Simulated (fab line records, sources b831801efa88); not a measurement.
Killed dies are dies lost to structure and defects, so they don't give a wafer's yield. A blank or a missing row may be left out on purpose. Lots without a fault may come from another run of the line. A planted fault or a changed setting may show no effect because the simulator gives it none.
A struck lot beside a sound one | flow sky130 | 15 steps out of a route of 708
Sound: wafers L602.3, L602.4, L602.6. Struck: wafers L614.4, L614.5, L614.6. The cause comes at the end.
At each step with rows: each side's tool, then ch and its chambers, then its first start. Under that, the readings that differ: sound wafers | struck wafers | difference of the means | sigmas: that difference in standard deviations of wafers without a fault.
alike: readings whose means differ by less than 2 such deviations, and words and numbers that are the same on both sides. not compared: withheld readings, readings that some wafer has no value for, bounds like >300 that may hide the same value, and numbers for which the record gives no deviation and whose values overlap.
The two part at a step that has a row with sigmas, a row that says differs or no value, or rows on one side only. Numbers that don't overlap but have no deviation are shown without sigmas and don't part them. A reading that every wafer of one side lacks parts them only if that side has two wafers or more.

SKY_SD_N_OVL_MEAS_08:
  sound on overlay-01, day 27 17:13; struck on overlay-02, day 31 23:31
  alike: SD_N_OVL
then, 2 steps without rows for these wafers: SKY_SD_N_IMPLANT_09; SKY_SD_N_IMPLANT_10.
SKY_SD_N_STRIP_11: strips in O2/N2.
  sound on plasma_asher-02 ch 0,1, day 27 17:34; struck on plasma_asher-02 ch 0,1, day 31 23:53
  alike: drypump_motor_current_A, oes_product_au, strip_time_to_endpoint_s
  not compared: rf_hours_counter_h
SKY_SD_N_TW_MEAS_12:
  sound on film_metro-04, day 27 17:40; struck on film_metro-03, day 31 23:58
  alike: SD_N_TW
then, 1 step without rows for these wafers: SKY_SD_N_CLEAN_13 (cleans in SC1/SC2, time 150 s).
SKY_SD_N_RTA_14: time 2 s.
  sound on rtp_anneal-02 ch 0, day 27 17:49; struck on rtp_anneal-01 ch 0, day 32 00:05
  alike: anneal_temp_c_max, lamp_power_pct, wafer_temp_C_max
SKY_SD_N_RS_MEAS_16: measures by four-point-probe.
  sound on film_metro-03, day 27 18:01; struck on film_metro-02, day 32 00:17
  alike: SD_N_RS
SKY_SD_N_RS_MEAS_17: measures by four-point-probe.
  sound on film_metro-03, day 27 18:08; struck on film_metro-02, day 32 00:25
  alike: SD_P_RS
SKY_SD_N_RS_MEAS_18: measures by four-point-probe.
  sound on film_metro-03, day 27 18:15; struck on film_metro-02, day 32 00:32
  alike: RES_XHIGH_RS
then, 1 step without rows for these wafers: SKY_SALICIDE_CLEAN_00 (cleans in HF-last, time 30 s).
SKY_LI_CONTACT_HDPCVD_00: deposits PSG, target thk 930 nm, time 155 s.
  sound on hdpcvd-01 ch 0,1,2, day 27 18:21; struck on hdpcvd-01 ch 0,1,2, day 32 00:39
  reading                                       | sound             | struck            | difference | sigmas
  sih4_flow_sccm (sccm)                         | 59.99 60.09 60.00 | 72.08 72.21 71.79 | +12.00     | +60
  model.PSG_of_LI_CONTACT_HDPCVD_00.thk_nm (nm) | 927.4 937.6 945.7 | 1106 1118 1098    | +170       |
SKY_LI_CONTACT_THK_MEAS_01:
  sound on film_metro-03, day 27 18:28; struck on film_metro-04, day 32 00:44
  reading                    | sound       | struck         | difference | sigmas
  LI_CONTACT_HDPCVD_THK (nm) | 928 938 946 | 1106 1119 1097 | +170       | +14
SKY_LI_CONTACT_CMP_02: polishes PSG.
  sound on cmp-02 ch 0,2,3, day 27 18:34; struck on cmp-02 ch 1,2, day 32 00:49
  reading                | sound          | struck         | difference | sigmas
  time_to_endpoint_s (s) | 30.4 34.2 33.7 | 49.2 51.7 54.7 | +19.1      | +6
  alike: motor_current_A, platen_rpm
SKY_LI_CONTACT_BOW_MEAS_03:
  sound on film_metro-02, day 27 18:51; struck on film_metro-04, day 32 01:08
  alike: LI_CONTACT_BOW

WHERE THEY PART
First at SKY_LI_CONTACT_HDPCVD_00; last, within this record, at SKY_LI_CONTACT_CMP_02. Later steps at which nothing parts them and some readings are alike: SKY_LI_CONTACT_BOW_MEAS_03.

WHY: what the simulator had put in
Process parameter drift: hdpcvd-01, from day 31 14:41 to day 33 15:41, at SKY_LI_CONTACT_HDPCVD_00. Setting sih4_flow_sccm, moved by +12, from 60. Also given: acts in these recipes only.
